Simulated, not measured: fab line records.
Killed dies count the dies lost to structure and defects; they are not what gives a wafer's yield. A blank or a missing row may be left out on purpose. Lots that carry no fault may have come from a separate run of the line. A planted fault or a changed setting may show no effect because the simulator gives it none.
A lot that was struck, set against a sound lot ; flow gf180mcu ; 16 out of 602 route steps
Sound: these wafers, L874.4, L874.5, L874.6. Wafers struck: L892.1, L892.3, L892.5. The cause comes at the end.
At each step with rows: each side's tool, then ch and its chambers, then its first start. Under that, the readings that differ: sound wafers ; struck wafers ; difference of the means ; sigmas: that difference in standard deviations of wafers without a fault.
alike: same words and numbers on both sides, and readings whose means sit less than 2 such deviations apart. not compared: any withheld reading, any reading some wafer has no value for, any bound like >300 that may hide the same value, and any number with overlapping values for which the record gives no deviation.
The two part at a step that has a row with sigmas, a row that says differs or no value, or rows on one side only. When numbers do not overlap yet have no deviation, they are printed without sigmas and do not part them. Lack of a reading on every wafer of one side parts them only where that side has two or more wafers.

GF_V2_CMP_04: polishes SiO2.
  sound on cmp-01 ch 0,2,3, day 21 00:27; struck on cmp-01 ch 0,2, day 26 17:32
  alike: motor_current_A, time_to_endpoint_s
GF_V2_BOW_MEAS_05:
  sound: film_metro-03 at day 21 00:43; struck: film_metro-03 at day 26 17:50
  alike: V2_BOW
then, 8 steps without rows for these wafers: GF_V2_DEHYDRATE_06 (time 60 s); GF_V2_HMDS_07 (prime time 60 s); GF_V2_COAT_08; GF_V2_COAT_09 (resist thk 1000 nm); GF_V2_SOFTBAKE_10 (time 60 s); GF_V2_EXPOSE_11 (exposes mask Via2, target cd 260 nm); GF_V2_PEB_12 (peb time 90 s); GF_V2_DEVELOP_13 (develop time 60 s).
GF_V2_CD_MEAS_14 targets a cd of 260 nm.
  sound: cd_sem-02 at day 22 01:01; struck: cd_sem-01 at day 27 13:58
  alike: cd_nm
GF_V2_OVL_MEAS_15:
  sound: overlay-01 at day 22 01:06; struck: overlay-02 at day 27 14:05
  alike: V2_OVL
GF_V2_ETCH_16: etches BARC in N2/H2.
  sound on rie_diel-03 ch 0,1,3, day 22 01:07; struck on rie_diel-01 ch 1,2,3, day 27 14:07
  no value came back on the struck wafers for any of 5 readings (bias_w (W), chamber_pressure_mTorr (mTorr) and others); on the sound wafers bias_w (W) reads 99.9 99.8 100.2
GF_V2_ETCH_17: etches SiO2 in C4F8/O2/Ar, stops on TiN, target depth 630 nm.
  sound on rie_diel-03 ch 0,1,3; struck on rie_diel-01 ch 1,2,3
reading;sound;struck;difference;sigmas
oes_product_au (a.u.);0.861 0.863 0.848;0.374 0.376 0.366;-0.485;-99 or more
  alike: bias_w, chamber_pressure_mTorr
GF_V2_STRIP_18: strips in O2/N2.
  sound on plasma_asher-02 ch 0,1, day 22 01:17; struck on plasma_asher-04 ch 0,1, day 27 14:15
reading;sound;struck;difference;sigmas
oes_product_au (a.u.);0.591 0.594 0.585;0.603 0.613 0.615;+0.020;+4
  alike: drypump_motor_current_A, heater_power_w
  not compared: rf_hours_counter_h
then, 1 step without rows for these wafers: GF_V2_STRIP_19 (strips in post etch residue remover, time 1200 s).

WHERE THEY PART
Last at GF_V2_STRIP_18 as far as this record goes, first at GF_V2_ETCH_16.

WHY: what the simulator had put in
Step skipped in full: rie_diel-01, at GF_V2_ETCH_16, from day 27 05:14 onward. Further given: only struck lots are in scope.
